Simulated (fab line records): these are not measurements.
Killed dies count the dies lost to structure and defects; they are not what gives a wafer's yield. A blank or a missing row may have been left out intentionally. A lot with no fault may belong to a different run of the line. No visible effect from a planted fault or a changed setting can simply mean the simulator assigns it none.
The tool behind it: which one? | flow sky130 | 12 lots, 36 wafers sampled, at 5 steps of a route of 708

WHAT EACH GAUGE READ, for each wafer
SKY_VIA1_RS_MEAS_22: measures by four-point-probe.
lot  | measured     | on            | VIA1_W_RS (ohm/sq)
L121 | day 34 20:17 | film metro-01 | 0.429 0.429 0.423
L122 | day 35 06:26 | film metro-01 | 0.420 0.425 0.420
L123 | day 35 21:14 | film metro-04 | 0.431 0.427 0.429
L131 | day 38 05:23 | film metro-04 | 0.422 0.428 0.426
L132 | day 38 10:52 | film metro-03 | 0.426 0.424 0.424
L135 | day 39 02:02 | film metro-01 | 0.434 0.430 0.433
L136 | day 39 09:11 | film metro-01 | 0.427 0.428 0.428
L137 | day 39 21:48 | film metro-04 | 0.426 0.422 0.429
L138 | day 40 00:46 | film metro-03 | 0.432 0.435 0.426
L139 | day 40 08:34 | film metro-03 | 0.435 0.426 0.429
L141 | day 40 20:05 | film metro-01 | 0.429 0.435 0.427
L142 | day 41 02:05 | film metro-01 | 0.431 0.438 0.428

SKY_VIA1_THK_MEAS_23: measures by xrf.
lot  | measured     | on            | VIA1_W_THK (nm)
L121 | day 34 20:23 | film metro-01 | 262.3 263.1 264.6
L122 | day 35 06:34 | film metro-01 | 267.6 264.5 267.3
L123 | day 35 21:20 | film metro-04 | 260.9 263.5 261.9
L131 | day 38 05:31 | film metro-04 | 268.0 262.8 263.6
L132 | day 38 10:59 | film metro-03 | 261.9 263.0 262.7
L135 | day 39 02:09 | film metro-01 | 261.6 264.3 262.2
L136 | day 39 09:17 | film metro-01 | 265.4 264.7 264.3
L137 | day 39 21:55 | film metro-04 | 264.8 266.5 262.5
L138 | day 40 00:53 | film metro-03 | 259.4 254.8 260.5
L139 | day 40 08:41 | film metro-03 | 255.9 259.3 259.4
L141 | day 40 20:12 | film metro-01 | 263.3 260.9 264.5
L142 | day 41 02:10 | film metro-01 | 264.0 260.8 265.3

SKY_METAL2_RS_MEAS_05: measures by four-point-probe.
lot  | measured     | on            | METAL2_ALCU_RS (ohm/sq)
L121 | day 34 20:56 | film metro-04 | 0.1273 0.1261 0.1261
L122 | day 35 07:04 | film metro-02 | 0.1275 0.1273 0.1260
L123 | day 35 21:52 | film metro-04 | 0.1252 0.1268 0.1271
L131 | day 38 06:01 | film metro-03 | 0.1261 0.1261 0.1257
L132 | day 38 11:35 | film metro-03 | 0.1277 0.1293 0.1276
L135 | day 39 02:39 | film metro-03 | 0.1264 0.1259 0.1267
L136 | day 39 09:48 | film metro-04 | 0.1279 0.1263 0.1272
L137 | day 39 22:25 | film metro-03 | 0.1293 0.1297 0.1279
L138 | day 40 01:23 | film metro-04 | 0.1264 0.1268 0.1254
L139 | day 40 09:11 | film metro-04 | 0.1274 0.1281 0.1279
L141 | day 40 20:42 | film metro-04 | 0.1262 0.1275 0.1282
L142 | day 41 02:42 | film metro-03 | 0.1271 0.1285 0.1288

SKY_VIA2_THK_MEAS_01.
lot  | measured     | on            | VIA2_HDPCVD_THK (nm)
L121 | day 36 00:24 | film metro-04 | 1565 1154 1565 1564 1155 1567
L122 | day 36 10:45 | film metro-02 | 1164 1153 1167
L123 | day 37 01:14 | film metro-02 | 1576 1193 1571 1576 1192 1572
L131 | day 39 08:08 | film metro-04 | 1167 1177 1174
L132 | day 39 14:01 | film metro-01 | 1161 1170 1185
L135 | day 40 04:45 | film metro-01 | 1175 1166 1179
L136 | day 40 11:37 | film metro-01 | 1177 1172 1190
L137 | day 41 00:13 | film metro-04 | 1173 1159 1178
L138 | day 41 03:31 | film metro-01 | 1175 1175 1164
L139 | day 41 11:27 | film metro-01 | 1171 1181 1176
L141 | day 41 23:01 | film metro-02 | 1196 1184 1191
L142 | day 42 04:07 | film metro-04 | 1183 1193 1185

WHICH TOOL RAN EACH LOT (tool, then ch and the chambers of the sampled wafers, then the start)
lot  | SKY_VIA2_HDPCVD_00
L121 | hdpcvd-01 ch 0,2, day 36 00:15
L122 | hdpcvd-02 ch 0,2, day 36 10:37
L123 | hdpcvd-01 ch 0,2, day 37 01:05
L131 | hdpcvd-02 ch 1,2, day 39 08:00
L132 | hdpcvd-02 ch 0,1,2, day 39 13:53
L135 | hdpcvd-01 ch 0,1, day 40 04:37
L136 | hdpcvd-02 ch 0,1,2, day 40 11:29
L137 | hdpcvd-01 ch 0,1,2, day 41 00:05
L138 | hdpcvd-01 ch 0,1,2, day 41 03:23
L139 | hdpcvd-01 ch 0,1,2, day 41 11:19
L141 | hdpcvd-01 ch 0,1,2, day 41 22:53
L142 | hdpcvd-01 ch 0,1,2, day 42 04:02
- SKY_VIA2_HDPCVD_00: deposits SiO2, target thk 1180 nm, time 196.7 s.

AS READ BY THE TOOLS THEMSELVES (means over the sampled wafers that have a number; for cases with no such wafer, the mark the record gives instead)
SKY_VIA2_HDPCVD_00.
lot  | tool      | run length s (s)
L121 | hdpcvd-01 | 267.9
L122 | hdpcvd-02 | 224.9
L123 | hdpcvd-01 | 268.1
L131 | hdpcvd-02 | 224.2
L132 | hdpcvd-02 | 224.7
L135 | hdpcvd-01 | 224.6
L136 | hdpcvd-02 | 224.6
L137 | hdpcvd-01 | 224.5
L138 | hdpcvd-01 | 224.5
L139 | hdpcvd-01 | 225.0
L141 | hdpcvd-01 | 224.7
L142 | hdpcvd-01 | 224.5

THE ANSWER, worked out from the rows above alone
Rule: the lots themselves supply what counts as usual. Put in order of their means at a reading, lots are off if they are a third of the lots or fewer, leave a main group of 4 or more, and stand apart from it by a gap of 3 or more times the standard deviation of the main group's means; of several such gaps the widest counts. A main group is skipped when, at the precision printed for the reading in the tables above, its means are all equal. Also off: a lot with no number at a reading for which 4 or more lots have one. Where the step has rows for the other lots, those lots are counted as sound. After the gauges, taken in route order, come the tools' own readings; for these a lot's mean is taken, as printed above. At the first step where some lot is off, the reading lying furthest off is the one used; lots without a number count as furthest.
Off: at SKY_VIA2_THK_MEAS_01 (VIA2_HDPCVD_THK), L121, L123. For the main group the mean is 1175 nm and the standard deviation 8.
If a tool, at a process step before that reading, ran all the lots that are off and no sound lot after the first of them, it fits. The gauges at SKY_VIA2_THK_MEAS_01 aren't tried: what is off there is off at SKY_VIA2_HDPCVD_00 too, on other tools, and a gauge's error can't cause that. None of those tried fits.

WHAT THE SIMULATOR HAD PUT IN
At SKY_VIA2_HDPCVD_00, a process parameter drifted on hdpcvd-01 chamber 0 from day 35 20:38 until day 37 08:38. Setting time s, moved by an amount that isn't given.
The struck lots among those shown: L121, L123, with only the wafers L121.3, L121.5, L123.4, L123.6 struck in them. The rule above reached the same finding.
